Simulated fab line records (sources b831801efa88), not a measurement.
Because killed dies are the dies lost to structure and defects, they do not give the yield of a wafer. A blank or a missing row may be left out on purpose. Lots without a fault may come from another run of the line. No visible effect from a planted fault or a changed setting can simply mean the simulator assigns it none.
Comparing a struck lot with a sound one -- flow sky130 -- 15 steps out of a route of 708
Sound: these wafers, L609.1, L609.2, L609.4. Struck: wafers L623.1, L623.3, L623.5. The cause comes at the end.
Order at every step that has rows: each side's tool, ch and its chambers, its first start. Under that, the readings that differ: sound wafers -- struck wafers -- difference of the means -- sigmas: that difference in standard deviations of wafers without a fault.
alike: a reading whose means differ by less than 2 such deviations, as well as words and numbers matching on both sides. not compared: withheld readings; readings where some wafer has no value; bounds like >300 that might hide an equal value; numbers whose values overlap and for which the record gives no deviation.
A row with sigmas, a row that says differs or no value, or rows on one side alone: a step with any of these is where the two part. Numbers that have no deviation but don't overlap get no sigmas and don't part them. Lack of a reading on every wafer of one side parts them only where that side has two or more wafers.

SKY_CONTACT_ETCH_17: etches SiO2 in C4F8/O2/Ar, stops on Si3N4, target depth 340 nm.
  sound on rieDiel-03 ch 0,2,3, day 31 23:37; struck on rieDiel-03 ch 2,3, day 36 09:38
  alike: oesProductAu
then, 6 steps without rows for these wafers: SKY_CONTACT_ETCH_18 (etches Si3N4 in CHF3/O2, stops on TiN, time 39 s, target depth 75 nm); SKY_CONTACT_STRIP_19 (strips in O2/N2); SKY_CONTACT_STRIP_20 (strips in post etch residue remover, time 1200 s); SKY_CONTACT_CLEAN_21 (cleans in IPA, time 180 s); SKY_CONTACT_CLEAN_22 (cleans in O3/DIW); SKY_CONTACT_SPUTTER_23 (material TiN, target thk 20 nm, time 80 s).
SKY_CONTACT_CVD_24: deposits W, target thk 340 nm, time 102.12 s.
  sound on cvdW-02 ch 0,1, day 32 00:22; struck on cvdW-01 ch 0,1, day 36 10:24
  alike: heaterPowerW
SKY_CONTACT_RS_MEAS_25: a four-point-probe measurement.
  sound: filmMetro-02 at day 32 00:29; struck: filmMetro-02 at day 36 10:31
  alike: CONTACT_W_RS
SKY_CONTACT_THK_MEAS_26: measures by xrf.
  sound: filmMetro-02 at day 32 00:36; struck: filmMetro-02 at day 36 10:38
  alike: CONTACT_W_THK
SKY_CONTACT_CMP_27: polishes, stops on SiO2, t overpolish 15 s, target thk 0 nm.
  sound on cmp-01 ch 0,1,2, day 32 02:42; struck on cmp-01 ch 1,2,3, day 36 10:44
  alike: edgeZonePressureFrac, headPressurePsi, motorCurrentA, overpolishRunS, retainingRingPressureFrac, slurryFlowMlMin, timeToEndpointS
SKY_METAL1_SPUTTER_00: material Ti, target thk 15 nm, time 10 s.
  sound: pvdSputter-01 at day 32 03:00; struck: pvdSputter-01 at day 36 10:59
  alike: chamberPressurePa, throttleValvePct
SKY_METAL1_SPUTTER_01: material TiN, target thk 20 nm, time 16.7 s.
  sound: pvdSputter-01 at day 32 03:02; struck: pvdSputter-01 at day 36 11:01
reading,sound,struck,difference,sigmas
chamberPressurePa (Pa),0.4011 0.4002 0.3994,0.4346 0.4352 0.4356,+0.0349,+44
  alike: throttleValvePct
SKY_METAL1_SPUTTER_02: material AlCu, target thk 250 nm, time 13.3 s.
  sound: pvdSputter-01 at day 32 03:03; struck: pvdSputter-01 at day 36 11:02
  alike: chamberPressurePa, throttleValvePct
SKY_PAD_OPEN_PROBE_99:
  the record has rows for the sound wafers here (prober-02, day 46 02:55) and none for the struck ones

## WHERE THEY PART
Last at SKY_PAD_OPEN_PROBE_99 as far as this record goes, first at SKY_METAL1_SPUTTER_01.

WHY: whatever the simulator had introduced
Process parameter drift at SKY_METAL1_SPUTTER_01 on pvdSputter-01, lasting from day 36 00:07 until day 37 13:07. From 0.4, the setting chamberPressurePa moved by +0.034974. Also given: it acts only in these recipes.
